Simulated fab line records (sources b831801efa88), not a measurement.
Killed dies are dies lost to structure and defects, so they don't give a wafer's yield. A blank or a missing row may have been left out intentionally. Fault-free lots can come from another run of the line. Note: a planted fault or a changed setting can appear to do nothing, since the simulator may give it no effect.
What tool caused it?	flow gf180mcu	42 wafers from 14 lots sampled at 5 of the route's 602 steps

WHAT THE GAUGES READ, wafer by wafer
The record holds no reading of a measuring or inspecting step that can be judged against a usual standard deviation.

TOOL THAT RAN EACH LOT (tool first, then ch and the chambers of the sampled wafers, then the start)
lot	GF_V5_CMP_04	GF_TOP_METAL_SPUTTER_00	GF_TOP_METAL_METAL_ETCH_16	GF_TOP_METAL_STRIP_17	GF_PASSIVATION_CVD_02
L706	cmp-02 ch 0,2, day 26 10:13	pvdSputter-03, day 27 07:37	rieMetal-01 ch 0,1, day 28 03:53	plasmaAsher-04 ch 0,1, day 28 04:03	pecvd-04 ch 0,2, day 28 04:43
L707	cmp-01 ch 0,2,3, day 26 14:41	pvdSputter-03, day 27 12:47	rieMetal-02 ch 0,1, day 28 08:41	plasmaAsher-04 ch 0,1, day 28 08:51	pecvd-01 ch 1,2, day 28 09:31
L708	cmp-01 ch 2,3, day 27 01:39	pvdSputter-03, day 27 23:17	rieMetal-02 ch 0,1, day 28 18:25	plasmaAsher-01 ch 0,1, day 28 18:34	pecvd-04 ch 0,1, day 28 19:12
L709	cmp-02 ch 0,2,3, day 27 12:25	pvdSputter-03, day 28 10:11	rieMetal-03 ch 0,1, day 29 05:39	plasmaAsher-01 ch 0,1, day 29 05:50	pecvd-04 ch 0,1,2, day 29 06:30
L711	cmp-01 ch 0,2,3, day 28 00:49	pvdSputter-04, day 28 21:19	rieMetal-02 ch 0, day 29 17:00	plasmaAsher-03 ch 0,1, day 29 17:13	pecvd-01 ch 0,1,2, day 29 17:59
L712	cmp-01 ch 2,3, day 28 06:44	pvdSputter-02, day 29 03:38	rieMetal-03 ch 0,1, day 29 22:41	plasmaAsher-03 ch 0,1, day 29 22:50	pecvd-02 ch 1,2, day 29 23:28
L714	cmp-02 ch 0,1,3, day 28 23:16	pvdSputter-04, day 29 20:06	rieMetal-01 ch 0,1, day 30 14:51	plasmaAsher-01 ch 0,1, day 30 15:01	pecvd-02 ch 1,2, day 30 15:42
L716	cmp-02 ch 0,2, day 29 13:09	pvdSputter-03, day 30 09:27	rieMetal-03 ch 0,1, day 31 03:19	plasmaAsher-04 ch 0,1, day 31 03:30	pecvd-02 ch 0,2, day 31 04:10
L715	cmp-01 ch 2,3, day 29 14:39	pvdSputter-04, day 30 10:58	rieMetal-02 ch 0,1, day 31 05:00	plasmaAsher-04 ch 0,1, day 31 05:10	pecvd-01 ch 1,2, day 31 05:51
L717	cmp-02 ch 1,3, day 29 22:06	pvdSputter-03, day 30 18:20	rieMetal-01 ch 0,1, day 31 12:30	plasmaAsher-04 ch 0,1, day 31 12:40	pecvd-01 ch 2, day 31 13:21
L719	cmp-02 ch 0,1, day 30 06:37	pvdSputter-03, day 31 02:34	rieMetal-03 ch 0,1, day 31 20:23	plasmaAsher-01 ch 0,1, day 31 20:32	pecvd-02 ch 1,2, day 31 21:11
L726	cmp-02 ch 0,1,3, day 32 02:16	pvdSputter-03, day 32 19:55	rieMetal-03 ch 0,1, day 33 12:05	plasmaAsher-01 ch 0,1, day 33 12:14	pecvd-02 ch 0,1,2, day 33 12:52
L728	cmp-02 ch 1,2,3, day 32 12:37	pvdSputter-02, day 33 06:31	rieMetal-02 ch 1, day 33 22:20	plasmaAsher-03 ch 0,1, day 33 22:38	pecvd-04 ch 0, day 33 23:20
L729	cmp-01 ch 0,2,3, day 32 21:46	pvdSputter-04, day 33 15:44	rieMetal-02 ch 1, day 34 06:54	plasmaAsher-04 ch 0,1, day 34 07:17	pecvd-04 ch 1, day 34 08:00
- GF_V5_CMP_04: polishes SiO2.
- GF_TOP_METAL_SPUTTER_00: material Ti, target thk 37.5 nm, time 150 s.
- GF_TOP_METAL_METAL_ETCH_16: etches the open film in Cl2/BCl3, stops on SiO2, target depth 1077.5 nm, time 179.6 s.
- GF_TOP_METAL_STRIP_17: strips in O2/N2.
- GF_PASSIVATION_CVD_02: deposits Si3N4, target thk 700 nm, time 486.18 s.

WHAT THE TOOLS THEMSELVES READ (means of the sampled wafers that have a number; where no wafer has one, the mark that the record gives instead)
GF_V5_CMP_04.
lot	tool	motorCurrentA (A)
L706	cmp-02	12.7
L707	cmp-01	10.9
L708	cmp-01	11.0
L709	cmp-02	12.7
L711	cmp-01	10.9
L712	cmp-01	11.6
L714	cmp-02	12.7
L716	cmp-02	12.8
L715	cmp-01	11.6
L717	cmp-02	12.6
L719	cmp-02	13.3
L726	cmp-02	12.8
L728	cmp-02	12.8
L729	cmp-01	11.2

GF_TOP_METAL_SPUTTER_00.
lot	tool	substrateTempC (C)	throttleValvePct (%)
L706	pvdSputter-03	200.06	30.1
L707	pvdSputter-03	200.10	29.6
L708	pvdSputter-03	200.02	30.1
L709	pvdSputter-03	200.07	30.2
L711	pvdSputter-04	199.97	30.1
L712	pvdSputter-02	199.79	31.5
L714	pvdSputter-04	199.98	30.3
L716	pvdSputter-03	199.97	30.8
L715	pvdSputter-04	199.98	29.8
L717	pvdSputter-03	199.95	30.1
L719	pvdSputter-03	199.90	29.3
L726	pvdSputter-03	200.13	29.2
L728	pvdSputter-02	200.05	30.9
L729	pvdSputter-04	199.86	30.2

GF_TOP_METAL_METAL_ETCH_16.
lot	tool	drypumpMotorCurrentA (A)	oesProductAu (a.u.)	rfFwdPowerW (W)	throttleValvePct (%)
L706	rieMetal-01	5.1	0.961	795.7	28.261
L707	rieMetal-02	5.3	0.963	796.8	28.253
L708	rieMetal-02	5.3	0.962	796.7	28.262
L709	rieMetal-03	5.8	0.968	795.2	28.263
L711	rieMetal-02	6.1	0.967	795.2	28.261
L712	rieMetal-03	5.7	0.958	798.2	28.264
L714	rieMetal-01	5.1	0.966	797.8	28.253
L716	rieMetal-03	5.8	0.962	796.7	28.260
L715	rieMetal-02	5.3	0.971	799.6	28.250
L717	rieMetal-01	5.4	0.970	797.2	28.234
L719	rieMetal-03	5.7	0.965	795.6	28.253
L726	rieMetal-03	5.8	0.951	796.3	28.272
L728	rieMetal-02	4.9	0.901	670.8	28.336
L729	rieMetal-02	4.9	0.893	672.2	28.331

GF_TOP_METAL_STRIP_17.
lot	tool	drypumpMotorCurrentA (A)	heaterPowerW (W)	oesProductAu (a.u.)	stripTimeToEndpointS (s)
L706	plasmaAsher-04	5.5	326	0.707	13.48
L707	plasmaAsher-04	5.5	320	0.714	13.48
L708	plasmaAsher-01	5.8	310	0.706	13.49
L709	plasmaAsher-01	6.1	294	0.709	13.48
L711	plasmaAsher-03	5.9	323	0.712	13.64
L712	plasmaAsher-03	5.9	330	0.708	13.56
L714	plasmaAsher-01	5.8	307	0.712	13.37
L716	plasmaAsher-04	5.5	324	0.709	13.58
L715	plasmaAsher-04	5.5	324	0.709	13.45
L717	plasmaAsher-04	5.8	332	0.708	13.48
L719	plasmaAsher-01	5.8	304	0.709	13.50
L726	plasmaAsher-01	6.1	297	0.708	13.51
L728	plasmaAsher-03	5.9	324	0.706	14.34
L729	plasmaAsher-04	5.5	326	0.710	14.28

GF_PASSIVATION_CVD_02.
lot	tool	heaterPowerOuterW (W)	heaterPowerW (W)
L706	pecvd-04	443	714
L707	pecvd-01	436	683
L708	pecvd-04	350	587
L709	pecvd-04	367	622
L711	pecvd-01	432	694
L712	pecvd-02	343	568
L714	pecvd-02	342	583
L716	pecvd-02	344	580
L715	pecvd-01	425	673
L717	pecvd-01	530	796
L719	pecvd-02	356	601
L726	pecvd-02	352	596
L728	pecvd-04	431	706
L729	pecvd-04	317	543

THE ANSWER, worked out from the rows above alone
Rule: the lots themselves supply what counts as usual. The widest of any qualifying gaps counts: lots, ordered by their means at a reading, are off when they make up no more than a third of the lots, leave a main group of 4 or more, and stand apart from it by 3 or more times the standard deviation of that group's means. A main group whose means are all the same, to the digits that the tables above print for the reading, isn't used. Also off: a lot with no number at a reading for which 4 or more lots have one. The other lots that the step has rows for count as sound. Order of review: gauges by route order, followed by the tools' own readings, for which a lot's mean as printed above is used. At the first step where some lot is off, the reading lying furthest off is the one used; lots without a number count as furthest.
Off: L728, L729, at GF_TOP_METAL_METAL_ETCH_16 (rfFwdPowerW). The main group has a mean of 796.8 W with a standard deviation of 1.3.
If a tool, at that step or one of the process steps before it, ran each lot that is off and ran no sound lot following the first of them, it fits. One fits: rieMetal-02 at GF_TOP_METAL_METAL_ETCH_16. Its last sound lot is L715 (day 31 05:00), its first lot that is off L728 (day 33 22:20): a fault that began between those two fits.
The tool's own readings at GF_TOP_METAL_METAL_ETCH_16 bear it out: on the lots that are off they differ by more than 5 times the standard deviation of the sound lots' means. oesProductAu reads 0.897 a.u. there against 0.964 a.u. on the sound lots; rfFwdPowerW reads 671.5 W there against 796.8 W on the sound lots; throttleValvePct reads 28.334 % there against 28.257 % on the sound lots.

WHAT THE SIMULATOR PUT IN
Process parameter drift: rieMetal-02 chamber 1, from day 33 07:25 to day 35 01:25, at GF_TOP_METAL_METAL_ETCH_16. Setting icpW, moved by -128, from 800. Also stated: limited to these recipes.
Struck lots among those shown: L728, L729. The rule above found the same.
